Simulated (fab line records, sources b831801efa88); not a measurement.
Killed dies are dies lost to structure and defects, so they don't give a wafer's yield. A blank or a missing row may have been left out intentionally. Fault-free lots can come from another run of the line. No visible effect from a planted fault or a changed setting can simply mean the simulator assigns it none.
Which of the tools did it? | flow sky130 | 6 lots with 18 wafers sampled at 2 steps, on a route of 708 steps

== WHAT THE GAUGES READ, wafer by wafer ==
SKY_VT_ADJUST_NCORE_TW_MEAS_11.
lot  | measured     | on            | VT_ADJUST_NCORE_TW
L527 | day 9 23:10  | film_metro-01 | 219.9 220.1 220.8
L531 | day 11 07:48 | film_metro-04 | 219.9 220.8 218.6
L534 | day 12 08:52 | film_metro-04 | 267.9 269.3 271.0
L541 | day 13 19:35 | film_metro-02 | 267.4 269.1 267.8
L544 | day 14 20:44 | film_metro-02 | 218.8 219.7 218.2
L546 | day 15 08:08 | film_metro-02 | 221.0 219.8 219.9

== WHAT TOOL EACH LOT RAN ON (gives the tool, then ch and the chambers of the sampled wafers, and finally the start) ==
lot  | SKY_VT_ADJUST_NCORE_IMPLANT_09
L527 | implanter-02 ch 0, day 9 22:58
L531 | implanter-04 ch 0, day 11 07:34
L534 | implanter-03 ch 0, day 12 08:19
L541 | implanter-03 ch 0, day 13 19:02
L544 | implanter-03 ch 0, day 14 20:29
L546 | implanter-04 ch 0, day 15 07:53
- SKY_VT_ADJUST_NCORE_IMPLANT_09

== THE ANSWER, worked out from the rows above alone ==
Rule: usual is defined by the lots themselves. The widest of any qualifying gaps counts: lots, ordered by their means at a reading, are off when they make up no more than a third of the lots, leave a main group of 4 or more, and stand apart from it by 3 or more times the standard deviation of that group's means. A main group whose means are all the same, to the digits that the tables above print for the reading, isn't used. Also off: a lot with no number at a reading for which 4 or more lots have one. Where the step has rows for the other lots, those lots are counted as sound.
Off: L534, L541, seen at SKY_VT_ADJUST_NCORE_TW_MEAS_11 (VT_ADJUST_NCORE_TW). The main group has a mean of 219.8 with a standard deviation of 0.55.
If a tool, at a process step before that reading, ran all the lots that are off and no sound lot after the first of them, it fits. Gauges at SKY_VT_ADJUST_NCORE_TW_MEAS_11: tried the same way as those tools. Of those tried, none fits.

== WHAT THE SIMULATOR HAD INSERTED ==
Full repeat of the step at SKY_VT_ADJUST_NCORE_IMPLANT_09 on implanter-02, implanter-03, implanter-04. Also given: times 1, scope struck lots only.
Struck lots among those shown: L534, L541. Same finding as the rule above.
